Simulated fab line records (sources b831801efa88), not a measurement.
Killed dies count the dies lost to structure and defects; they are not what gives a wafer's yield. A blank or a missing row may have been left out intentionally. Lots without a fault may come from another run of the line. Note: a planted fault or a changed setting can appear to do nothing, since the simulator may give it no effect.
fab line records :: flow gf180mcu :: part 2 of 2: steps 29 to 37 of 37
record:
  lots: 5
  wafers: 15
  last-day: 34
route steps=602 shown PSD@255 NSD@262 SAB@264 SALICIDE@278 CONTACT@287
lots that met no fault: from a run of the same line without faults
start-h: hours from the record's opening day to when the first of the lot's shown wafers began :: wait-h: hours from the lot's prior step to this one :: " as in the row above :: L1.1+2: a row that stands for several wafers :: - either no value or no given start :: * or withheld: withheld :: < > ~ a bound
route shown NAME@n: a module of which the file shows steps, and the number in the route of the first :: usual: mean and standard deviation over wafers with no fault :: same: alike in all rows :: chamber/n: place in a boat :: sites: readings site by site :: _std_site: the standard deviation of these :: _edge_site: the outer-site mean with the inner-site mean subtracted :: radius-mm: for every site, how far away it sits from the centre of the wafer :: mask NAME#n: copy n :: behind: tool/chamber where the wafer was last shaped :: hold: the reason the lot was held/the length of the hold in hours/how it ended :: device: the n, p or np transistor that did not switch :: end of line: the same wafers' tests at the end of the route :: a step with no rows: only its recipe :: killed: dies that structure and defects cost at the first sort, which is not the same as the wafer's yield :: map: the dies of a wafer, with x for killed, . for not killed, _ for no die there
set.NAME: the run value of the setting; set.NAME@STEP: its run value at that earlier step :: model.NAME: the simulator's own value behind a step, which no gauge read
a table for each step, a row for each wafer; lots at some steps of the route
services: from which hour (start-h, from the record's first day; less than 0 if before it) a tool's chamber was out of use, for how many hours, and why
== steps ==
step: GF_SALICIDE_THK_MEAS_05
recipe:
  thk-meas-gauge: xrf
  reads: TiN_of_SALICIDE_SPUTTER_03
usual:
  SALICIDE_TIN_THK: 20.31/0.26
lot.wafer: L074.3
tool: film-metro-01
chamber: -
start-h: 336.51
wait-h: 0.1
SALICIDE_TIN_THK[nm]: 20.42

lot.wafer: L074.4
tool: film-metro-01
chamber: -
start-h: 336.51
wait-h: 0.1
SALICIDE_TIN_THK[nm]: 20.22

lot.wafer: L074.5
tool: film-metro-01
chamber: -
start-h: 336.51
wait-h: 0.1
SALICIDE_TIN_THK[nm]: 20.20

lot.wafer: L080.1
tool: film-metro-02
chamber: -
start-h: 393.34
wait-h: 0.1
SALICIDE_TIN_THK[nm]: 20.32

lot.wafer: L080.4
tool: film-metro-02
chamber: -
start-h: 393.34
wait-h: 0.1
SALICIDE_TIN_THK[nm]: 20.63

lot.wafer: L080.6
tool: film-metro-02
chamber: -
start-h: 393.34
wait-h: 0.1
SALICIDE_TIN_THK[nm]: 20.52

lot.wafer: L084.1
tool: film-metro-01
chamber: -
start-h: 427.51
wait-h: 0.1
SALICIDE_TIN_THK[nm]: 20.21

lot.wafer: L084.2
tool: film-metro-01
chamber: -
start-h: 427.51
wait-h: 0.1
SALICIDE_TIN_THK[nm]: 20.32

lot.wafer: L084.4
tool: film-metro-01
chamber: -
start-h: 427.51
wait-h: 0.1
SALICIDE_TIN_THK[nm]: 20.39

lot.wafer: L090.2
tool: film-metro-01
chamber: -
start-h: 476.72
wait-h: 0.1
SALICIDE_TIN_THK[nm]: 20.29

lot.wafer: L090.5
tool: film-metro-01
chamber: -
start-h: 476.72
wait-h: 0.1
SALICIDE_TIN_THK[nm]: 20.39

lot.wafer: L090.6
tool: film-metro-01
chamber: -
start-h: 476.72
wait-h: 0.1
SALICIDE_TIN_THK[nm]: 20.39

lot.wafer: L097.2
tool: film-metro-01
chamber: -
start-h: 532.61
wait-h: 0.1
SALICIDE_TIN_THK[nm]: 20.19

lot.wafer: L097.5
tool: film-metro-01
chamber: -
start-h: 532.61
wait-h: 0.1
SALICIDE_TIN_THK[nm]: 20.11

lot.wafer: L097.6
tool: film-metro-01
chamber: -
start-h: 532.61
wait-h: 0.1
SALICIDE_TIN_THK[nm]: 20.12
step: GF_SALICIDE_RTA_06
recipe:
  temp-c: 530
  time-s: 30
  ambient: N2
usual:
  anneal-temp-c-max: 533.4/0.9
  lamp-power-pct: 5.29/0.2
  wafer_temp_C_max: 532.0/0.74
same:
  time-s: 30
lot.wafer: L074.3
tool: rtp-anneal-02
chamber: 0
start-h: 336.58
wait-h: 0.1
anneal-temp-c-max: 532.9
lamp-power-pct: 5.09
wafer_temp_C_max: 531.8

lot.wafer: L074.4
tool: rtp-anneal-02
chamber: 0
start-h: 336.58
wait-h: 0.1
anneal-temp-c-max: 533.3
lamp-power-pct: 5.09
wafer_temp_C_max: 532.2

lot.wafer: L074.5
tool: rtp-anneal-02
chamber: 0
start-h: 336.58
wait-h: 0.1
anneal-temp-c-max: 531.8
lamp-power-pct: 5.09
wafer_temp_C_max: 532.2

lot.wafer: L080.1
tool: rtp-anneal-01
chamber: 0
start-h: 393.40
wait-h: 0.1
anneal-temp-c-max: 534.0
lamp-power-pct: 5.49
wafer_temp_C_max: 531.1

lot.wafer: L080.4
tool: rtp-anneal-01
chamber: 0
start-h: 393.40
wait-h: 0.1
anneal-temp-c-max: 535.4
lamp-power-pct: 5.49
wafer_temp_C_max: 532.0

lot.wafer: L080.6
tool: rtp-anneal-01
chamber: 0
start-h: 393.40
wait-h: 0.1
anneal-temp-c-max: 534.6
lamp-power-pct: 5.50
wafer_temp_C_max: 531.6

lot.wafer: L084.1
tool: rtp-anneal-02
chamber: 0
start-h: 427.57
wait-h: 0.1
anneal-temp-c-max: 532.7
lamp-power-pct: 5.09
wafer_temp_C_max: 533.1

lot.wafer: L084.2
tool: rtp-anneal-02
chamber: 0
start-h: 427.57
wait-h: 0.1
anneal-temp-c-max: 532.2
lamp-power-pct: 5.09
wafer_temp_C_max: 531.7

lot.wafer: L084.4
tool: rtp-anneal-02
chamber: 0
start-h: 427.57
wait-h: 0.1
anneal-temp-c-max: 532.4
lamp-power-pct: 5.08
wafer_temp_C_max: 532.1

lot.wafer: L090.2
tool: rtp-anneal-01
chamber: 0
start-h: 476.79
wait-h: 0.1
anneal-temp-c-max: 534.1
lamp-power-pct: 5.49
wafer_temp_C_max: 531.7

lot.wafer: L090.5
tool: rtp-anneal-01
chamber: 0
start-h: 476.79
wait-h: 0.1
anneal-temp-c-max: 533.9
lamp-power-pct: 5.49
wafer_temp_C_max: 531.8

lot.wafer: L090.6
tool: rtp-anneal-01
chamber: 0
start-h: 476.79
wait-h: 0.1
anneal-temp-c-max: 533.5
lamp-power-pct: 5.49
wafer_temp_C_max: 531.4

lot.wafer: L097.2
tool: rtp-anneal-02
chamber: 0
start-h: 532.68
wait-h: 0.1
anneal-temp-c-max: 532.9
lamp-power-pct: 5.08
wafer_temp_C_max: 531.8

lot.wafer: L097.5
tool: rtp-anneal-02
chamber: 0
start-h: 532.68
wait-h: 0.1
anneal-temp-c-max: 532.7
lamp-power-pct: 5.09
wafer_temp_C_max: 532.5

lot.wafer: L097.6
tool: rtp-anneal-02
chamber: 0
start-h: 532.68
wait-h: 0.1
anneal-temp-c-max: 533.0
lamp-power-pct: 5.08
wafer_temp_C_max: 532.5
step: GF_SALICIDE_WET_ETCH_07
recipe:
  chemistry: SPM
  target-depth-nm: 120
  dry: n2-spin
lot.wafer: L074.3+4+5
tool: wet-bench-03
chamber: 0
start-h: 336.65
wait-h: 0.1

lot.wafer: L080.1+4+6
tool: wet-bench-04
chamber: 2
start-h: 393.50
wait-h: 0.1

lot.wafer: L084.1+2+4
tool: wet-bench-01
chamber: 1
start-h: 427.67
wait-h: 0.1

lot.wafer: L090.2+5+6
tool: wet-bench-04
chamber: 2
start-h: 476.87
wait-h: 0.1

lot.wafer: L097.2+5+6
tool: wet-bench-01
chamber: 0
start-h: 532.76
wait-h: 0.1
step: GF_SALICIDE_RTA_08
recipe:
  temp-c: 800
  time-s: 30
  ambient: N2
usual:
  anneal-temp-c-max: 805.1/1.2
  lamp-power-pct: 14.6/0.56
  wafer_temp_C_max: 803.2/1.1
same:
  time-s: 30
lot.wafer: L074.3
tool: rtp-anneal-01
chamber: 0
start-h: 336.77
wait-h: 0.0
anneal-temp-c-max: 805.3
lamp-power-pct: 15.3
wafer_temp_C_max: 801.8

lot.wafer: L074.4
tool: rtp-anneal-01
chamber: 0
start-h: 336.77
wait-h: 0.0
anneal-temp-c-max: 806.8
lamp-power-pct: 15.3
wafer_temp_C_max: 802.0

lot.wafer: L074.5
tool: rtp-anneal-01
chamber: 0
start-h: 336.77
wait-h: 0.0
anneal-temp-c-max: 805.9
lamp-power-pct: 15.3
wafer_temp_C_max: 801.7

lot.wafer: L080.1
tool: rtp-anneal-02
chamber: 0
start-h: 393.59
wait-h: 0.0
anneal-temp-c-max: 803.9
lamp-power-pct: 14.2
wafer_temp_C_max: 804.7

lot.wafer: L080.4
tool: rtp-anneal-02
chamber: 0
start-h: 393.59
wait-h: 0.0
anneal-temp-c-max: 803.4
lamp-power-pct: 14.1
wafer_temp_C_max: 804.6

lot.wafer: L080.6
tool: rtp-anneal-02
chamber: 0
start-h: 393.59
wait-h: 0.0
anneal-temp-c-max: 805.4
lamp-power-pct: 14.1
wafer_temp_C_max: 804.3

lot.wafer: L084.1
tool: rtp-anneal-01
chamber: 0
start-h: 427.76
wait-h: 0.0
anneal-temp-c-max: 806.0
lamp-power-pct: 15.3
wafer_temp_C_max: 802.2

lot.wafer: L084.2
tool: rtp-anneal-01
chamber: 0
start-h: 427.76
wait-h: 0.0
anneal-temp-c-max: 805.7
lamp-power-pct: 15.3
wafer_temp_C_max: 802.1

lot.wafer: L084.4
tool: rtp-anneal-01
chamber: 0
start-h: 427.76
wait-h: 0.0
anneal-temp-c-max: 807.2
lamp-power-pct: 15.3
wafer_temp_C_max: 802.6

lot.wafer: L090.2
tool: rtp-anneal-02
chamber: 0
start-h: 476.99
wait-h: 0.0
anneal-temp-c-max: 803.5
lamp-power-pct: 14.1
wafer_temp_C_max: 804.5

lot.wafer: L090.5
tool: rtp-anneal-02
chamber: 0
start-h: 476.99
wait-h: 0.0
anneal-temp-c-max: 804.5
lamp-power-pct: 14.1
wafer_temp_C_max: 803.4

lot.wafer: L090.6
tool: rtp-anneal-02
chamber: 0
start-h: 476.99
wait-h: 0.0
anneal-temp-c-max: 804.3
lamp-power-pct: 14.1
wafer_temp_C_max: 803.2

lot.wafer: L097.2
tool: rtp-anneal-01
chamber: 0
start-h: 532.87
wait-h: 0.0
anneal-temp-c-max: 806.0
lamp-power-pct: 15.3
wafer_temp_C_max: 802.4

lot.wafer: L097.5
tool: rtp-anneal-01
chamber: 0
start-h: 532.87
wait-h: 0.0
anneal-temp-c-max: 806.4
lamp-power-pct: 15.3
wafer_temp_C_max: 802.4

lot.wafer: L097.6
tool: rtp-anneal-01
chamber: 0
start-h: 532.87
wait-h: 0.0
anneal-temp-c-max: 805.1
lamp-power-pct: 15.3
wafer_temp_C_max: 802.5
step: GF_CONTACT_CVD_00
recipe:
  material: SiO2
  target-thk-nm: 300
  sigma-open-frac: 0.3
  temp-c: 400
  time-s: 50
  sih4-flow-sccm: 60
  pressure-mtorr: 6
usual:
  susceptor-temp-C: 399.96/0.22
same:
  time-s: 50
lot.wafer: L074.3
tool: hdpcvd-01
chamber: 0
start-h: 336.84
wait-h: 0.1
susceptor-temp-C: 400.41

lot.wafer: L074.4
tool: hdpcvd-01
chamber: 0
start-h: 336.84
wait-h: 0.1
susceptor-temp-C: 399.75

lot.wafer: L074.5
tool: hdpcvd-01
chamber: 1
start-h: 336.84
wait-h: 0.1
susceptor-temp-C: 400.38

lot.wafer: L080.1
tool: hdpcvd-01
chamber: 2
start-h: 393.69
wait-h: 0.1
susceptor-temp-C: 399.89

lot.wafer: L080.4
tool: hdpcvd-01
chamber: 2
start-h: 393.69
wait-h: 0.1
susceptor-temp-C: 399.76

lot.wafer: L080.6
tool: hdpcvd-01
chamber: 1
start-h: 393.69
wait-h: 0.1
susceptor-temp-C: 400.46

lot.wafer: L084.1
tool: hdpcvd-02
chamber: 1
start-h: 427.86
wait-h: 0.1
susceptor-temp-C: 399.87

lot.wafer: L084.2
tool: hdpcvd-02
chamber: 2
start-h: 427.86
wait-h: 0.1
susceptor-temp-C: 399.91

lot.wafer: L084.4
tool: hdpcvd-02
chamber: 0
start-h: 427.86
wait-h: 0.1
susceptor-temp-C: 399.79

lot.wafer: L090.2
tool: hdpcvd-02
chamber: 0
start-h: 477.07
wait-h: 0.1
susceptor-temp-C: 399.82

lot.wafer: L090.5
tool: hdpcvd-02
chamber: 2
start-h: 477.07
wait-h: 0.1
susceptor-temp-C: 399.88

lot.wafer: L090.6
tool: hdpcvd-02
chamber: 1
start-h: 477.07
wait-h: 0.1
susceptor-temp-C: 400.14

lot.wafer: L097.2
tool: hdpcvd-01
chamber: 0
start-h: 532.95
wait-h: 0.1
susceptor-temp-C: 399.78

lot.wafer: L097.5
tool: hdpcvd-01
chamber: 2
start-h: 532.95
wait-h: 0.1
susceptor-temp-C: 399.73

lot.wafer: L097.6
tool: hdpcvd-01
chamber: 1
start-h: 532.95
wait-h: 0.1
susceptor-temp-C: 399.94
step: GF_CONTACT_THK_MEAS_01
recipe:
  reads: SiO2_of_CONTACT_CVD_00
usual:
  CONTACT_CVD_00_THK: 300.8/2.6
lot.wafer: L074.3
tool: film-metro-04
chamber: -
start-h: 336.90
wait-h: 0.0
CONTACT_CVD_00_THK[nm]: 304.9

lot.wafer: L074.4
tool: film-metro-04
chamber: -
start-h: 336.90
wait-h: 0.0
CONTACT_CVD_00_THK[nm]: 302.5

lot.wafer: L074.5
tool: film-metro-04
chamber: -
start-h: 336.90
wait-h: 0.0
CONTACT_CVD_00_THK[nm]: 304.0

lot.wafer: L080.1
tool: film-metro-03
chamber: -
start-h: 393.73
wait-h: 0.0
CONTACT_CVD_00_THK[nm]: 305.6

lot.wafer: L080.4
tool: film-metro-03
chamber: -
start-h: 393.73
wait-h: 0.0
CONTACT_CVD_00_THK[nm]: 304.7

lot.wafer: L080.6
tool: film-metro-03
chamber: -
start-h: 393.73
wait-h: 0.0
CONTACT_CVD_00_THK[nm]: 298.6

lot.wafer: L084.1
tool: film-metro-03
chamber: -
start-h: 427.91
wait-h: 0.0
CONTACT_CVD_00_THK[nm]: 300.0

lot.wafer: L084.2
tool: film-metro-03
chamber: -
start-h: 427.91
wait-h: 0.0
CONTACT_CVD_00_THK[nm]: 302.6

lot.wafer: L084.4
tool: film-metro-03
chamber: -
start-h: 427.91
wait-h: 0.0
CONTACT_CVD_00_THK[nm]: 299.3

lot.wafer: L090.2
tool: film-metro-01
chamber: -
start-h: 477.13
wait-h: 0.0
CONTACT_CVD_00_THK[nm]: 297.9

lot.wafer: L090.5
tool: film-metro-01
chamber: -
start-h: 477.13
wait-h: 0.0
CONTACT_CVD_00_THK[nm]: 298.2

lot.wafer: L090.6
tool: film-metro-01
chamber: -
start-h: 477.13
wait-h: 0.0
CONTACT_CVD_00_THK[nm]: 296.7

lot.wafer: L097.2
tool: film-metro-01
chamber: -
start-h: 533.00
wait-h: 0.0
CONTACT_CVD_00_THK[nm]: 299.9

lot.wafer: L097.5
tool: film-metro-01
chamber: -
start-h: 533.00
wait-h: 0.0
CONTACT_CVD_00_THK[nm]: 296.7

lot.wafer: L097.6
tool: film-metro-01
chamber: -
start-h: 533.00
wait-h: 0.0
CONTACT_CVD_00_THK[nm]: 297.6
step: GF_CONTACT_CVD_02
recipe:
  material: SiO2
  target-thk-nm: 860
  precursor: TEOS
  temp-c: 400
  time-s: 95.992
  rf-w: 600
usual:
  heater-power-w: 599/95
  rf-fwd-power-W: 595.9/1.9
  susceptor-temp-C: 399.97/0.2
same:
  time-s: 95.992
lot.wafer: L074.3
tool: pecvd-04
chamber: 2
start-h: 336.94
wait-h: 0.0
heater-power-w: 632
rf-fwd-power-W: 595.1
susceptor-temp-C: 400.05

lot.wafer: L074.4
tool: pecvd-04
chamber: 1
start-h: 336.94
wait-h: 0.0
heater-power-w: 601
rf-fwd-power-W: 596.2
susceptor-temp-C: 399.94

lot.wafer: L074.5
tool: pecvd-04
chamber: 0
start-h: 336.94
wait-h: 0.0
heater-power-w: 453
rf-fwd-power-W: 597.0
susceptor-temp-C: 400.19

lot.wafer: L080.1
tool: pecvd-02
chamber: 2
start-h: 393.79
wait-h: 0.1
heater-power-w: 728
rf-fwd-power-W: 594.1
susceptor-temp-C: 399.98

lot.wafer: L080.4
tool: pecvd-02
chamber: 0
start-h: 393.79
wait-h: 0.1
heater-power-w: 400
rf-fwd-power-W: 591.6
susceptor-temp-C: 399.81

lot.wafer: L080.6
tool: pecvd-02
chamber: 2
start-h: 393.79
wait-h: 0.1
heater-power-w: 776
rf-fwd-power-W: 596.0
susceptor-temp-C: 399.94

lot.wafer: L084.1
tool: pecvd-03
chamber: 1
start-h: 427.97
wait-h: 0.1
heater-power-w: 756
rf-fwd-power-W: 597.1
susceptor-temp-C: 400.10

lot.wafer: L084.2
tool: pecvd-03
chamber: 0
start-h: 427.97
wait-h: 0.1
heater-power-w: 568
rf-fwd-power-W: 596.4
susceptor-temp-C: 399.75

lot.wafer: L084.4
tool: pecvd-03
chamber: 1
start-h: 427.97
wait-h: 0.1
heater-power-w: 772
rf-fwd-power-W: 596.1
susceptor-temp-C: 400.18

lot.wafer: L090.2
tool: pecvd-04
chamber: 2
start-h: 477.18
wait-h: 0.0
heater-power-w: 576
rf-fwd-power-W: 598.4
susceptor-temp-C: 399.71

lot.wafer: L090.5
tool: pecvd-04
chamber: 2
start-h: 477.18
wait-h: 0.0
heater-power-w: 629
rf-fwd-power-W: 598.4
susceptor-temp-C: 399.56

lot.wafer: L090.6
tool: pecvd-04
chamber: 1
start-h: 477.18
wait-h: 0.0
heater-power-w: 500
rf-fwd-power-W: 596.6
susceptor-temp-C: 400.25

lot.wafer: L097.2
tool: pecvd-04
chamber: 0
start-h: 533.05
wait-h: 0.0
heater-power-w: 466
rf-fwd-power-W: 596.9
susceptor-temp-C: 400.04

lot.wafer: L097.5
tool: pecvd-04
chamber: 0
start-h: 533.05
wait-h: 0.0
heater-power-w: 534
rf-fwd-power-W: 596.7
susceptor-temp-C: 399.88

lot.wafer: L097.6
tool: pecvd-04
chamber: 2
start-h: 533.05
wait-h: 0.0
heater-power-w: 537
rf-fwd-power-W: 598.3
susceptor-temp-C: 400.13
step: GF_CONTACT_THK_MEAS_03
recipe:
  reads: SiO2_of_CONTACT_CVD_02
usual:
  CONTACT_CVD_02_THK: 855/10
lot.wafer: L074.3
tool: film-metro-03
chamber: -
start-h: 337.03
wait-h: 0.1
CONTACT_CVD_02_THK[nm]: 855

lot.wafer: L074.4
tool: film-metro-03
chamber: -
start-h: 337.03
wait-h: 0.1
CONTACT_CVD_02_THK[nm]: 868

lot.wafer: L074.5
tool: film-metro-03
chamber: -
start-h: 337.03
wait-h: 0.1
CONTACT_CVD_02_THK[nm]: 854

lot.wafer: L080.1
tool: film-metro-04
chamber: -
start-h: 393.86
wait-h: 0.0
CONTACT_CVD_02_THK[nm]: 866

lot.wafer: L080.4
tool: film-metro-04
chamber: -
start-h: 393.86
wait-h: 0.0
CONTACT_CVD_02_THK[nm]: 864

lot.wafer: L080.6
tool: film-metro-04
chamber: -
start-h: 393.86
wait-h: 0.0
CONTACT_CVD_02_THK[nm]: 870

lot.wafer: L084.1
tool: film-metro-04
chamber: -
start-h: 428.04
wait-h: 0.0
CONTACT_CVD_02_THK[nm]: 847

lot.wafer: L084.2
tool: film-metro-04
chamber: -
start-h: 428.04
wait-h: 0.0
CONTACT_CVD_02_THK[nm]: 856

lot.wafer: L084.4
tool: film-metro-04
chamber: -
start-h: 428.04
wait-h: 0.0
CONTACT_CVD_02_THK[nm]: 858

lot.wafer: L090.2
tool: film-metro-04
chamber: -
start-h: 477.26
wait-h: 0.0
CONTACT_CVD_02_THK[nm]: 836

lot.wafer: L090.5
tool: film-metro-04
chamber: -
start-h: 477.26
wait-h: 0.0
CONTACT_CVD_02_THK[nm]: 862

lot.wafer: L090.6
tool: film-metro-04
chamber: -
start-h: 477.26
wait-h: 0.0
CONTACT_CVD_02_THK[nm]: 859

lot.wafer: L097.2
tool: film-metro-04
chamber: -
start-h: 533.13
wait-h: 0.0
CONTACT_CVD_02_THK[nm]: 841

lot.wafer: L097.5
tool: film-metro-04
chamber: -
start-h: 533.13
wait-h: 0.0
CONTACT_CVD_02_THK[nm]: 852

lot.wafer: L097.6
tool: film-metro-04
chamber: -
start-h: 533.13
wait-h: 0.0
CONTACT_CVD_02_THK[nm]: 849
step: GF_CONTACT_CMP_04
recipe:
  material: SiO2
  down-force-psi: 4
  platen-rpm: 60
  pad-velocity-m-s: 0.94248
usual:
  motor-current-A: 11.6/1.3
  time-to-endpoint-s: 107/5.6
lot.wafer: L074.4
tool: cmp-01
chamber: 3
start-h: 337.12
wait-h: 0.1
motor-current-A: 9.0
time-to-endpoint-s: 116

lot.wafer: L074.3
tool: cmp-01
chamber: 1
start-h: 337.12
wait-h: 0.1
motor-current-A: 12.5
time-to-endpoint-s: 109

lot.wafer: L074.5
tool: cmp-01
chamber: 3
start-h: 337.12
wait-h: 0.1
motor-current-A: 9.6
time-to-endpoint-s: 108

lot.wafer: L080.1
tool: cmp-01
chamber: 2
start-h: 393.97
wait-h: 0.1
motor-current-A: 13.8
time-to-endpoint-s: 112

lot.wafer: L080.4
tool: cmp-01
chamber: 0
start-h: 393.97
wait-h: 0.1
motor-current-A: 12.0
time-to-endpoint-s: 106

lot.wafer: L080.6
tool: cmp-01
chamber: 1
start-h: 393.97
wait-h: 0.1
motor-current-A: 12.1
time-to-endpoint-s: 118

lot.wafer: L084.1
tool: cmp-01
chamber: 1
start-h: 428.10
wait-h: 0.1
motor-current-A: 12.2
time-to-endpoint-s: 109

lot.wafer: L084.2
tool: cmp-01
chamber: 2
start-h: 428.10
wait-h: 0.1
motor-current-A: 13.9
time-to-endpoint-s: 107

lot.wafer: L084.4
tool: cmp-01
chamber: 3
start-h: 428.10
wait-h: 0.1
motor-current-A: 10.0
time-to-endpoint-s: 116

lot.wafer: L090.2
tool: cmp-01
chamber: 3
start-h: 477.46
wait-h: 0.2
motor-current-A: 9.4
time-to-endpoint-s: 106

lot.wafer: L090.5
tool: cmp-01
chamber: 0
start-h: 477.46
wait-h: 0.2
motor-current-A: 11.9
time-to-endpoint-s: 117

lot.wafer: L090.6
tool: cmp-01
chamber: 1
start-h: 477.46
wait-h: 0.2
motor-current-A: 12.2
time-to-endpoint-s: 116

lot.wafer: L097.2
tool: cmp-02
chamber: 3
start-h: 533.28
wait-h: 0.1
motor-current-A: 11.2
time-to-endpoint-s: 101

lot.wafer: L097.5
tool: cmp-02
chamber: 1
start-h: 533.28
wait-h: 0.1
motor-current-A: 11.5
time-to-endpoint-s: 98

lot.wafer: L097.6
tool: cmp-02
chamber: 2
start-h: 533.28
wait-h: 0.1
motor-current-A: 10.4
time-to-endpoint-s: 99
== services ==
tool: implanter-01
chamber: -
start-h: 293.24
hours: 2.9
kind: repair

tool: wet-bench-03
chamber: -
start-h: 293.27
hours: 3.9
kind: repair

tool: hdpcvd-01
chamber: 0
start-h: 295.46
hours: 10.8
kind: repair

tool: cmp-01
chamber: -
start-h: 297.63
hours: 5.3
kind: pm

tool: iline-stepper-01
chamber: -
start-h: 298.03
hours: 7.5
kind: repair

tool: rtp-anneal-01
chamber: -
start-h: 299.36
hours: 2.5
kind: pm

tool: pecvd-04
chamber: -
start-h: 304.47
hours: 5.5
kind: pm

tool: pvd-sputter-02
chamber: -
start-h: 308.76
hours: 1.1
kind: repair

tool: cmp-01
chamber: -
start-h: 313.97
hours: 0.4
kind: repair

tool: plasma-asher-04
chamber: -
start-h: 314.75
hours: 27.0
kind: pm

tool: pecvd-03
chamber: -
start-h: 330.34
hours: 28.1
kind: pm

tool: implanter-01
chamber: -
start-h: 362.21
hours: 2.4
kind: repair

tool: pecvd-04
chamber: -
start-h: 363.26
hours: 0.7
kind: repair

tool: wet-bench-01
chamber: -
start-h: 400.01
hours: 1.9
kind: pm

tool: pvd-sputter-01
chamber: -
start-h: 400.45
hours: 1.4
kind: repair

tool: pvd-sputter-01
chamber: -
start-h: 412.27
hours: 0.6
kind: repair

tool: pvd-sputter-02
chamber: -
start-h: 412.52
hours: 1.1
kind: repair

tool: cmp-01
chamber: -
start-h: 429.31
hours: 0.9
kind: repair

tool: wet-bench-04
chamber: -
start-h: 432.72
hours: 2.6
kind: repair

tool: pvd-sputter-01
chamber: -
start-h: 438.60
hours: 2.9
kind: repair

tool: iline-stepper-01
chamber: -
start-h: 443.50
hours: 1.7
kind: pm

tool: rtp-anneal-02
chamber: -
start-h: 481.76
hours: 1.3
kind: pm

tool: cmp-01
chamber: -
start-h: 522.44
hours: 11.9
kind: pm

tool: iline-stepper-01
chamber: -
start-h: 525.22
hours: 2.1
kind: pm
